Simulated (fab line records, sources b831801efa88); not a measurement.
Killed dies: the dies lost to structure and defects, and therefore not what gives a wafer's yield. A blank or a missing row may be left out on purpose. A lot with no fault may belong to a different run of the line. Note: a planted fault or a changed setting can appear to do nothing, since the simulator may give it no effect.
Lot-split experiment || flow sky130 || route with 708 steps; 5 lots, 23 wafers read

## THE SPLIT
At SKY_FIELD_ISO_CVD_03 (deposits Si3N4 from DCS/NH3, target thk 165 nm, time 2830 s), the setting pressure mtorr was moved away from the recipe's 250 mTorr on 10 of the 23 wafers read, by -12.1% to +5.4%. For the rest of the wafers, this setting stayed at what the recipe calls for.

The reading is taken at the split's own step.

## THE READING
Si3N4_of_FIELD_ISO_CVD_03.thk nm (the simulator's own value, which no gauge read), in nm, at SKY_FIELD_ISO_CVD_03 (deposits Si3N4 from DCS/NH3, target thk 165 nm, time 2830 s). There is no usual value for it anywhere in the file. Across the 13 wafers here that went through the recipe, the average is 163.5 nm and the standard deviation 1 nm.

{"wafer": "L076.2", "tool, chamber at the split": "lpcvd-02, 1", "pressure mtorr as run, mTorr": 250, "against the recipe": "recipe", "Si3N4_of_FIELD_ISO_CVD_03.thk nm, nm": 161.5, "against lot-mates on the recipe": "-"}
{"wafer": "L076.3", "tool, chamber at the split": "lpcvd-02, 1", "pressure mtorr as run, mTorr": 250, "against the recipe": "recipe", "Si3N4_of_FIELD_ISO_CVD_03.thk nm, nm": 162.9, "against lot-mates on the recipe": "-"}
{"wafer": "L076.4", "tool, chamber at the split": "lpcvd-02, 1", "pressure mtorr as run, mTorr": 250, "against the recipe": "recipe", "Si3N4_of_FIELD_ISO_CVD_03.thk nm, nm": 164.8, "against lot-mates on the recipe": "-"}
{"wafer": "L080.1", "tool, chamber at the split": "-, -", "pressure mtorr as run, mTorr": 250, "against the recipe": "recipe", "Si3N4_of_FIELD_ISO_CVD_03.thk nm, nm": 163.5, "against lot-mates on the recipe": "-"}
{"wafer": "L080.2", "tool, chamber at the split": "-, -", "pressure mtorr as run, mTorr": 250, "against the recipe": "recipe", "Si3N4_of_FIELD_ISO_CVD_03.thk nm, nm": 164.8, "against lot-mates on the recipe": "-"}
{"wafer": "L080.3", "tool, chamber at the split": "-, -", "pressure mtorr as run, mTorr": 250, "against the recipe": "recipe", "Si3N4_of_FIELD_ISO_CVD_03.thk nm, nm": 164.6, "against lot-mates on the recipe": "-"}
{"wafer": "L080.4", "tool, chamber at the split": "-, -", "pressure mtorr as run, mTorr": 250, "against the recipe": "recipe", "Si3N4_of_FIELD_ISO_CVD_03.thk nm, nm": 163.8, "against lot-mates on the recipe": "-"}
{"wafer": "L080.6", "tool, chamber at the split": "-, -", "pressure mtorr as run, mTorr": 250, "against the recipe": "recipe", "Si3N4_of_FIELD_ISO_CVD_03.thk nm, nm": 164.1, "against lot-mates on the recipe": "-"}
{"wafer": "L081.1", "tool, chamber at the split": "-, -", "pressure mtorr as run, mTorr": 250, "against the recipe": "recipe", "Si3N4_of_FIELD_ISO_CVD_03.thk nm, nm": 163.7, "against lot-mates on the recipe": "-"}
{"wafer": "L081.2", "tool, chamber at the split": "-, -", "pressure mtorr as run, mTorr": 250, "against the recipe": "recipe", "Si3N4_of_FIELD_ISO_CVD_03.thk nm, nm": 163.2, "against lot-mates on the recipe": "-"}
{"wafer": "L081.3", "tool, chamber at the split": "-, -", "pressure mtorr as run, mTorr": 250, "against the recipe": "recipe", "Si3N4_of_FIELD_ISO_CVD_03.thk nm, nm": 163.5, "against lot-mates on the recipe": "-"}
{"wafer": "L081.4", "tool, chamber at the split": "-, -", "pressure mtorr as run, mTorr": 250, "against the recipe": "recipe", "Si3N4_of_FIELD_ISO_CVD_03.thk nm, nm": 161.6, "against lot-mates on the recipe": "-"}
{"wafer": "L081.5", "tool, chamber at the split": "-, -", "pressure mtorr as run, mTorr": 250, "against the recipe": "recipe", "Si3N4_of_FIELD_ISO_CVD_03.thk nm, nm": 163.8, "against lot-mates on the recipe": "-"}
{"wafer": "L082.1", "tool, chamber at the split": "-, -", "pressure mtorr as run, mTorr": 263.6, "against the recipe": "+5.4%", "Si3N4_of_FIELD_ISO_CVD_03.thk nm, nm": 167.6, "against lot-mates on the recipe": "no lot-mate on the recipe"}
{"wafer": "L082.4", "tool, chamber at the split": "-, -", "pressure mtorr as run, mTorr": 263.6, "against the recipe": "+5.4%", "Si3N4_of_FIELD_ISO_CVD_03.thk nm, nm": 167.6, "against lot-mates on the recipe": "no lot-mate on the recipe"}
{"wafer": "L082.2", "tool, chamber at the split": "-, -", "pressure mtorr as run, mTorr": 263.6, "against the recipe": "+5.4%", "Si3N4_of_FIELD_ISO_CVD_03.thk nm, nm": 168.6, "against lot-mates on the recipe": "no lot-mate on the recipe"}
{"wafer": "L082.3", "tool, chamber at the split": "-, -", "pressure mtorr as run, mTorr": 263.6, "against the recipe": "+5.4%", "Si3N4_of_FIELD_ISO_CVD_03.thk nm, nm": 170.3, "against lot-mates on the recipe": "no lot-mate on the recipe"}
{"wafer": "L082.6", "tool, chamber at the split": "-, -", "pressure mtorr as run, mTorr": 263.6, "against the recipe": "+5.4%", "Si3N4_of_FIELD_ISO_CVD_03.thk nm, nm": 166.9, "against lot-mates on the recipe": "no lot-mate on the recipe"}
{"wafer": "L083.2", "tool, chamber at the split": "-, -", "pressure mtorr as run, mTorr": 219.7, "against the recipe": "-12.1%", "Si3N4_of_FIELD_ISO_CVD_03.thk nm, nm": 158.3, "against lot-mates on the recipe": "no lot-mate on the recipe"}
{"wafer": "L083.3", "tool, chamber at the split": "-, -", "pressure mtorr as run, mTorr": 219.7, "against the recipe": "-12.1%", "Si3N4_of_FIELD_ISO_CVD_03.thk nm, nm": 157.7, "against lot-mates on the recipe": "no lot-mate on the recipe"}
{"wafer": "L083.5", "tool, chamber at the split": "-, -", "pressure mtorr as run, mTorr": 219.7, "against the recipe": "-12.1%", "Si3N4_of_FIELD_ISO_CVD_03.thk nm, nm": 157.7, "against lot-mates on the recipe": "no lot-mate on the recipe"}
{"wafer": "L083.4", "tool, chamber at the split": "-, -", "pressure mtorr as run, mTorr": 219.7, "against the recipe": "-12.1%", "Si3N4_of_FIELD_ISO_CVD_03.thk nm, nm": 158.4, "against lot-mates on the recipe": "no lot-mate on the recipe"}
{"wafer": "L083.6", "tool, chamber at the split": "-, -", "pressure mtorr as run, mTorr": 219.7, "against the recipe": "-12.1%", "Si3N4_of_FIELD_ISO_CVD_03.thk nm, nm": 158.9, "against lot-mates on the recipe": "no lot-mate on the recipe"}

FIT RESULTS
A straight line over all 23 wafers: Si3N4_of_FIELD_ISO_CVD_03.thk nm changes by +0.534 nm for each +1% of pressure mtorr; r = +0.93; the points scatter about the line by 1.3 nm.
Too few moved wafers have a lot-mate on the recipe to fit a line with each lot's own level taken away.

## FILE'S OWN FIT
Si3N4_of_FIELD_ISO_CVD_03.thk nm changes by +0.533 nm for each +1% of pressure mtorr, r = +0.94.
